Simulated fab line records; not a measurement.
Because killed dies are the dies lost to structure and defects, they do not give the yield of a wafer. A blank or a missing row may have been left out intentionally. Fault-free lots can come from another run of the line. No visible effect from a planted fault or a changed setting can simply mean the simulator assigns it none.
fab line records	flow sky130
record lots=7	wafers=21	last-day=50
route steps=708 shown PASSIVATION@681 PAD_OPEN@694
lots that met no fault: taken from a fault-free run of the same line
start-h: hours from the record's first day to the start of the lot's first wafer shown	wait-h: how many hours have passed since the lot's step before this one	" identical to the entry in the row above	L1.1+2: a row that stands for several wafers	- no value, or no start was given	* or withheld: withheld	< > ~ a bound
route shown NAME@n: names a module that has steps shown in the file, with the first one's number in the route	usual: mean/standard deviation of fault-free wafers	same: alike in all rows	chamber/n: place in a boat	sites: each site's reading	_std_site: standard deviation of those values	_edge_site: inner sites' mean taken away from outer sites' mean	radius-mm: how far each site lies from the wafer's centre	mask NAME#n: copy n	behind: the most recent tool/chamber to have shaped the wafer	hold: cause of the lot's hold/its duration in hours/its outcome	device: transistor that didn't switch, given as n, p or np	end of line: tests run on the same wafers once the route is complete	a step given without rows: its recipe and nothing more	killed: count of dies lost to structure and defects at first sort (not the wafer's yield)	map: a wafer's dies, marking killed ones x, the rest . and places with no die _
set.NAME: the setting the step ran with; set.NAME@STEP: the setting that earlier step ran with	model.NAME: the simulator's own value behind a step, which no gauge read
lots at selected steps of the route; one table per step, one row per wafer
services: the hour from which a tool's chamber was out of use, counted from the record's first day as start-h (under 0 if before that day), plus the number of hours and why
## steps
# step SKY_PASSIVATION_CVD_00
# recipe material=SiO2	target-thk-nm=90	temp-c=400	time-s=withheld	rf-w=600
# usual heater-power-w=643/98	susceptor-temp-C=399.99/0.22
lot.wafer	tool	chamber	start-h	wait-h	heater-power-w	susceptor-temp-C
L681.2	pecvd-01	2	1040.95	0.0	734	399.85
L681.3	"	0	"	"	618	399.92
L681.6	"	0	"	"	602	400.18
L685.1	pecvd-03	0	1067.50	0.0	791	400.13
L685.3	"	2	"	"	536	399.86
L685.6	"	2	"	"	538	399.87
L695.1	pecvd-01	1	1125.23	0.0	734	399.70
L695.3	"	0	"	"	593	400.04
L695.5	"	2	"	"	629	400.33
L696.3	pecvd-03	2	1130.36	0.0	593	399.66
L696.4	"	0	"	"	812	400.22
L696.6	"	2	"	"	597	399.91
L697.2	pecvd-01	2	1134.81	0.0	691	399.97
L697.3	"	0	"	"	604	399.81
L697.5	"	0	"	"	470	399.69
L700.2	pecvd-03	0	1151.37	0.0	781	399.88
L700.5	"	1	"	"	602	399.90
L700.6	"	0	"	"	789	400.17
L703.2	pecvd-01	0	1162.13	0.0	507	400.11
L703.3	"	0	"	"	500	399.90
L703.5	"	1	"	"	669	400.43
# step SKY_PASSIVATION_THK_MEAS_01
# recipe reads=SiO2_of_PASSIVATION_CVD_00
# usual PASSIVATION_CVD_00_THK=90.1/1
lot.wafer	tool	chamber	start-h	wait-h	PASSIVATION_CVD_00_THK[nm]
L681.2	film-metro-03	-	1040.98	-	89.2
L681.3	"	-	"	"	88.7
L681.6	"	-	"	"	90.6
L685.1	film-metro-01	-	1067.52	-	88.4
L685.3	"	-	"	"	90.0
L685.6	"	-	"	"	91.7
L695.1	film-metro-03	-	1125.26	-	90.5
L695.3	"	-	"	"	89.8
L695.5	"	-	"	"	91.0
L696.3	film-metro-01	-	1130.40	-	90.6
L696.4	"	-	"	"	90.8
L696.6	"	-	"	"	92.0
L697.2	film-metro-01	-	1134.84	-	89.9
L697.3	"	-	"	"	89.8
L697.5	"	-	"	"	91.5
L700.2	film-metro-04	-	1151.41	-	89.2
L700.5	"	-	"	"	90.7
L700.6	"	-	"	"	90.3
L703.2	film-metro-03	-	1162.18	-	88.5
L703.3	"	-	"	"	90.9
L703.5	"	-	"	"	89.5
# step SKY_PASSIVATION_CVD_02
# recipe material=Si3N4	target-thk-nm=540	temp-c=400	time-s=withheld	rf-w=450
# usual heater-power-w=699/98	susceptor-temp-C=399.99/0.23
lot.wafer	tool	chamber	start-h	wait-h	heater-power-w	susceptor-temp-C
L681.2	pecvd-02	1	1041.03	0.0	790	399.98
L681.3	"	0	"	"	739	400.02
L681.6	"	1	"	"	663	400.45
L685.1	pecvd-02	0	1067.58	0.1	757	399.88
L685.3	"	1	"	"	733	399.67
L685.6	"	1	"	"	754	399.82
L695.1	pecvd-03	0	1125.32	0.1	815	399.91
L695.3	"	1	"	"	591	399.97
L695.5	"	2	"	"	679	399.66
L696.3	pecvd-02	1	1130.44	0.0	797	399.92
L696.4	"	0	"	"	823	399.56
L696.6	"	1	"	"	834	400.14
L697.2	pecvd-02	0	1134.89	0.0	809	399.59
L697.3	"	2	"	"	565	399.92
L697.5	"	0	"	"	801	400.18
L700.2	pecvd-01	0	1151.46	0.0	544	399.47
L700.5	"	2	"	"	669	400.19
L700.6	"	0	"	"	573	399.64
L703.2	pecvd-02	2	1162.23	0.0	596	399.83
L703.3	"	0	"	"	831	399.88
L703.5	"	2	"	"	599	400.27
# step SKY_PASSIVATION_THK_MEAS_03
# recipe reads=Si3N4_of_PASSIVATION_CVD_02
# usual PASSIVATION_CVD_02_THK=541/6.7
lot.wafer	tool	chamber	start-h	wait-h	PASSIVATION_CVD_02_THK[nm]
L681.2	film-metro-01	-	1041.38	-	538
L681.3	"	-	"	"	543
L681.6	"	-	"	"	542
L685.1	film-metro-03	-	1067.81	-	535
L685.3	"	-	"	"	543
L685.6	"	-	"	"	555
L695.1	film-metro-03	-	1125.54	-	539
L695.3	"	-	"	"	538
L695.5	"	-	"	"	545
L696.3	film-metro-03	-	1130.69	-	545
L696.4	"	-	"	"	538
L696.6	"	-	"	"	546
L697.2	film-metro-03	-	1135.13	-	538
L697.3	"	-	"	"	536
L697.5	"	-	"	"	545
L700.2	film-metro-01	-	1151.70	-	541
L700.5	"	-	"	"	550
L700.6	"	-	"	"	543
L703.2	film-metro-04	-	1162.46	-	529
L703.3	"	-	"	"	536
L703.5	"	-	"	"	543
# step SKY_PASSIVATION_DEHYDRATE_04
# recipe temp-c=200	time-s=60
# step SKY_PASSIVATION_HMDS_05
# recipe prime-time-s=60	prime-temp-c=120
# step SKY_PASSIVATION_COAT_06
# recipe spin-rpm=2000	resist-thk-nm=3000
# step SKY_PASSIVATION_SOFTBAKE_07
# recipe temp-c=110	time-s=withheld
# step SKY_PASSIVATION_EXPOSE_08
# recipe mask-id=NSM	target-cd-nm=3000	na=0.57	dose-mj=260
# step SKY_PASSIVATION_PEB_09
# recipe temp-c=115	time-s=withheld
# step SKY_PASSIVATION_DEVELOP_10
# recipe develop-time-s=60	dev-temp-c=23
# step SKY_PASSIVATION_ETCH_11
# recipe chemistry=CF4/O2	target-depth-nm=725	stop-on=AlCu	source-w=800	bias-w=150	pressure-mtorr=150	cf4-flow-sccm=80	O2_flow_sccm=10	time-s=161.1
# usual bias-w=150.0/0.44	chamber-pressure-mTorr=150.00/0.14	drypump-motor-current-A=5.8/0.46	oes-product-au=0.979/0.0064	throttle-valve-pct=5.964/0.0093
lot.wafer	tool	chamber	start-h	wait-h	bias-w	chamber-pressure-mTorr	drypump-motor-current-A	oes-product-au	rf-hours-counter-h	throttle-valve-pct
L681.2	rie-diel-02	0	1063.03	-	149.9	149.75	6.0	0.980	10	5.962
L681.3	"	1	"	"	150.0	149.87	5.2	0.978	13	5.963
L681.6	"	0	"	"	149.9	150.05	6.0	0.987	-	5.980
L685.1	rie-diel-03	0	1088.52	-	149.6	149.96	4.8	0.975	2	5.960
L685.3	"	2	"	"	150.2	150.13	5.9	0.978	12	5.968
L685.6	"	0	"	"	150.2	149.92	4.8	0.986	-	5.967
L695.1	rie-diel-01	0	1144.63	-	149.7	150.03	6.2	0.978	9	5.945
L695.3	"	1	"	"	149.8	150.09	5.3	0.979	20	5.971
L695.5	"	0	"	"	150.0	150.03	6.2	0.983	-	5.970
L696.3	rie-diel-03	2	1148.97	-	150.1	150.09	5.9	0.977	15	5.964
L696.4	"	0	"	"	150.1	149.89	4.8	0.967	5	5.962
L696.6	"	1	"	"	150.0	150.11	5.7	0.991	-	5.970
L697.2	rie-diel-03	1	1153.32	-	150.1	149.86	5.7	0.980	24	5.971
L697.3	"	3	"	"	149.5	150.13	5.9	0.980	14	5.949
L697.5	"	2	"	"	149.4	149.78	6.0	0.979	-	5.954
L700.2	rie-diel-03	0	1168.38	-	149.5	149.93	4.8	0.977	6	5.955
L700.5	"	2	"	"	150.0	149.77	5.9	0.979	-	5.970
L700.6	"	3	"	"	150.5	149.84	5.9	0.981	-	5.979
L703.2	rie-diel-02	3	1178.88	-	149.2	149.79	6.1	0.973	15	5.969
L703.3	"	2	"	"	150.5	150.14	5.9	0.970	3	5.953
L703.5	"	3	"	"	149.3	150.07	6.1	0.984	-	5.959
# step SKY_PASSIVATION_STRIP_12
# recipe chemistry=O2/N2	power-w=1400	pressure-mtorr=1500	platen-temp-c=withheld	overash-fraction=0.7	o2-flow-sccm=3000	n2-flow-sccm=300
# usual chamber-pressure-mTorr=1500.1/1.5	drypump-motor-current-A=6.0/0.48	n2-flow-sccm=299.9/0.97	oes-product-au=0.662/0.0046	overash-fraction=0.7/0	strip-time-to-endpoint-s=31.56/0.14
lot.wafer	tool	chamber	start-h	wait-h	chamber-pressure-mTorr	drypump-motor-current-A	n2-flow-sccm	oes-product-au	overash-fraction	rf-hours-counter-h	strip-time-to-endpoint-s	model.coat_of_PASSIVATION_COAT_06.thk-nm
L681.2	plasma-asher-02	0	1063.14	0.1	1500.8	5.6	300.5	0.665	0.7	33	31.68	0
L681.3	"	1	"	"	1498.8	5.4	299.6	0.660	0.7	-	31.66	0
L681.6	"	1	"	"	1499.7	5.3	297.9	0.657	0.7	-	31.79	0
L685.1	plasma-asher-03	0	1088.63	0.1	1501.3	6.7	297.1	0.657	0.7	92	31.43	0
L685.3	"	1	"	"	1499.8	5.9	300.8	0.667	0.7	-	31.51	0
L685.6	"	0	"	"	1500.8	6.7	298.3	0.664	0.7	-	31.61	0
L695.1	plasma-asher-01	0	1144.74	0.1	-	-	-	-	-	-	-	2518
L695.3	"	0	"	"	-	-	-	-	-	-	-	2521
L695.5	"	0	"	"	-	-	-	-	-	-	-	2513
L696.3	plasma-asher-02	0	1149.11	0.1	-	-	-	-	-	-	-	2516
L696.4	"	1	"	"	-	-	-	-	-	-	-	2524
L696.6	"	0	"	"	-	-	-	-	-	-	-	2513
L697.2	plasma-asher-02	0	1153.43	0.1	-	-	-	-	-	-	-	2494
L697.3	"	1	"	"	-	-	-	-	-	-	-	2509
L697.5	"	0	"	"	-	-	-	-	-	-	-	2503
L700.2	plasma-asher-01	0	1168.49	0.1	1498.4	6.6	297.7	0.657	0.7	72	31.52	0
L700.5	"	0	"	"	1500.6	6.6	299.6	0.668	0.7	-	31.51	0
L700.6	"	1	"	"	1502.8	6.0	299.0	0.656	0.7	-	31.67	0
L703.2	plasma-asher-01	0	1178.99	0.1	1500.2	6.6	300.7	0.665	0.7	73	31.74	0
L703.3	"	1	"	"	1498.6	6.0	299.8	0.660	0.7	-	31.83	0
L703.5	"	0	"	"	1500.9	6.6	300.0	0.660	0.7	-	31.67	0
# step SKY_PAD_OPEN_DEHYDRATE_00
# recipe temp-c=200	time-s=60
# step SKY_PAD_OPEN_HMDS_01
# recipe prime-time-s=60	prime-temp-c=120
# step SKY_PAD_OPEN_COAT_02
# recipe spin-rpm=2000	resist-thk-nm=3000
# step SKY_PAD_OPEN_SOFTBAKE_03
# recipe temp-c=110	time-s=withheld
# step SKY_PAD_OPEN_EXPOSE_04
# recipe mask-id=PDM	target-cd-nm=60000	na=0.57	dose-mj=260
# step SKY_PAD_OPEN_PEB_05
# recipe temp-c=115	time-s=withheld
# step SKY_PAD_OPEN_DEVELOP_06
# recipe develop-time-s=60	dev-temp-c=23
# step SKY_PAD_OPEN_ETCH_07
# recipe chemistry=CF4/O2	target-depth-nm=725	stop-on=AlCu	source-w=800	bias-w=150	pressure-mtorr=150	cf4-flow-sccm=80	O2_flow_sccm=10	time-s=161.1
# usual bias-w=150.0/0.44	chamber-pressure-mTorr=149.99/0.13	drypump-motor-current-A=5.9/0.54	oes-product-au=0.979/0.0073	throttle-valve-pct=5.965/0.009
lot.wafer	tool	chamber	start-h	wait-h	bias-w	chamber-pressure-mTorr	drypump-motor-current-A	oes-product-au	rf-hours-counter-h	throttle-valve-pct
L681.2	rie-diel-03	3	1083.77	-	150.0	150.14	5.9	0.968	11	5.971
L681.3	"	1	"	"	149.8	149.95	5.7	0.975	22	5.966
L681.6	"	1	"	"	150.6	149.98	5.7	0.975	-	5.976
L685.1	rie-diel-03	2	1108.42	-	149.7	150.14	5.9	0.970	13	5.973
L685.3	"	0	"	"	149.6	149.65	4.8	0.987	3	5.972
L685.6	"	2	"	"	149.7	150.17	6.0	0.992	-	5.961
L695.1	rie-diel-03	1	1162.67	-	150.2	149.94	5.7	0.984	25	5.968
L695.3	"	3	"	"	150.2	150.18	5.9	0.979	14	5.964
L695.5	"	2	"	"	149.9	150.29	6.0	0.985	-	5.966
L696.3	rie-diel-04	1	1166.32	-	150.3	149.85	6.7	0.987	10	5.969
L696.4	"	2	"	"	150.4	149.78	5.5	0.983	12	5.956
L696.6	"	1	"	"	149.9	149.90	6.7	0.981	-	5.968
L697.2	rie-diel-03	2	1171.05	-	150.6	149.93	5.9	0.980	16	5.963
L697.3	"	0	"	"	149.9	150.19	4.8	0.975	6	5.967
L697.5	"	0	"	"	150.1	149.91	4.8	0.974	-	5.950
L700.2	rie-diel-02	2	1184.42	-	149.7	150.17	5.9	0.977	3	5.958
L700.5	"	1	"	"	150.9	149.92	5.2	0.981	-	5.970
L700.6	"	0	"	"	150.4	149.91	6.0	0.980	-	5.966
L703.2	rie-diel-02	1	1194.50	-	150.3	150.19	5.2	0.978	18	5.969
L703.3	"	3	"	"	149.6	149.82	6.1	0.979	16	5.956
L703.5	"	3	"	"	149.4	150.00	6.1	0.969	-	5.964
# step SKY_PAD_OPEN_STRIP_08
# recipe chemistry=O2/N2	power-w=1400	pressure-mtorr=1500	platen-temp-c=withheld	overash-fraction=0.7	o2-flow-sccm=3000	n2-flow-sccm=300
# usual chamber-pressure-mTorr=1500.0/1.6	drypump-motor-current-A=5.8/0.6	n2-flow-sccm=299.8/0.91	oes-product-au=0.662/0.0041
# same overash-fraction=0.7
lot.wafer	tool	chamber	start-h	wait-h	chamber-pressure-mTorr	drypump-motor-current-A	n2-flow-sccm	oes-product-au	rf-hours-counter-h
L681.2	plasma-asher-04	1	1083.88	0.1	1502.0	5.3	299.6	0.666	2
L681.3	"	1	"	"	1502.2	5.3	300.2	0.665	-
L681.6	"	1	"	"	1499.1	5.3	299.6	0.661	-
L685.1	plasma-asher-03	0	1108.53	0.1	1501.9	6.7	299.6	0.652	94
L685.3	"	0	"	"	1500.4	6.7	298.9	0.659	-
L685.6	"	1	"	"	1501.3	5.9	300.0	0.665	-
L695.1	plasma-asher-03	0	1162.78	0.1	1501.8	6.7	300.1	0.691	100
L695.3	"	0	"	"	1501.1	6.7	300.7	0.686	-
L695.5	"	1	"	"	1499.6	5.9	300.2	0.700	-
L696.3	plasma-asher-02	1	1166.46	0.1	1499.6	5.4	300.7	0.699	-
L696.4	"	0	"	"	1503.9	5.6	299.1	0.693	-
L696.6	"	1	"	"	1501.4	5.4	300.5	0.694	-
L697.2	plasma-asher-04	0	1171.16	0.1	1501.2	5.0	299.0	0.695	9
L697.3	"	1	"	"	1500.6	5.3	298.0	0.694	-
L697.5	"	0	"	"	1498.6	5.0	299.8	0.692	-
L700.2	plasma-asher-03	0	1184.53	0.1	1499.8	6.7	300.7	0.663	102
L700.5	"	1	"	"	1499.2	5.9	301.4	0.661	-
L700.6	"	0	"	"	1498.0	6.7	299.8	0.667	-
L703.2	plasma-asher-04	0	1194.61	0.1	1498.7	5.0	300.3	0.664	12
L703.3	"	1	"	"	1501.4	5.3	300.1	0.661	-
L703.5	"	0	"	"	1499.7	5.0	299.8	0.660	-
# step SKY_PAD_OPEN_STRIP_09
# recipe chemistry=post-etch-residue-remover	time-s=1200	temp-c=72.5
## services
tool	chamber	start-h	hours	kind
plasma-asher-03	-	1021.01	2.1	repair
rie-diel-04	3	1024.89	8.0	repair
pecvd-01	-	1025.28	2.8	pm
rie-diel-04	1	1025.32	1.6	repair
rie-diel-03	0	1032.71	12.4	repair
pecvd-02	-	1034.79	1.7	repair
pecvd-02	2	1039.07	19.7	repair
rie-diel-02	2	1045.87	7.2	repair
plasma-asher-04	-	1055.25	9.0	pm
pecvd-01	1	1057.17	5.5	scheduled-down
rie-diel-02	2	1057.39	11.7	repair
pecvd-01	0	1079.96	5.5	scheduled-down
pecvd-01	1	1085.50	2.1	scheduled-down
rie-diel-03	-	1085.92	0.2	repair
rie-diel-02	2	1091.50	-	clean
rie-diel-02	0	1093.64	7.1	repair
rie-diel-02	-	1105.98	2.8	pm
rie-diel-01	1	1110.49	9.9	repair
pecvd-02	-	1123.57	2.8	pm
pecvd-01	1	1148.89	2.3	repair
plasma-asher-04	-	1151.30	10.8	repair
pecvd-01	2	1159.40	5.5	scheduled-down
pecvd-02	0	1180.62	-	clean
pecvd-02	0	1180.62	-	consumable-replace:showerhead
## key
first-sign step=SKY_PASSIVATION_STRIP_12	reading=tool-record	direction=missing
effect step=SKY_PAD_OPEN_STRIP_08	reading=oes-product-au	direction=up	sigmas=7.6	usual=0.662	struck=0.694
model-effect step=SKY_PASSIVATION_STRIP_12	value=coat_of_PASSIVATION_COAT_06.thk-nm	without=0	struck=2512
model-effect step=SKY_PAD_OPEN_PROBE_99	value=etest.sonos-baked.open	without=0	struck=1
met-at SKY_PASSIVATION_STRIP_12
struck-wafers L695.1,L695.3,L695.5,L696.3,L696.4,L696.6,L697.2,L697.3,L697.5
sort-left-out L695.1,L695.3,L695.5,L696.3,L696.4,L696.6,L697.2,L697.3,L697.5
onset-between 1063.14 1144.74
fault kind=skipped-step-whole	tool=plasma-asher-01,plasma-asher-02	chamber=-	onset-h=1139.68	steps=SKY_PASSIVATION_STRIP_12	scope=struck-lots-only
# sort-left-out: the simulated sort isn't trusted on such a fault, so these wafers' sort isn't shown, and their yield isn't known
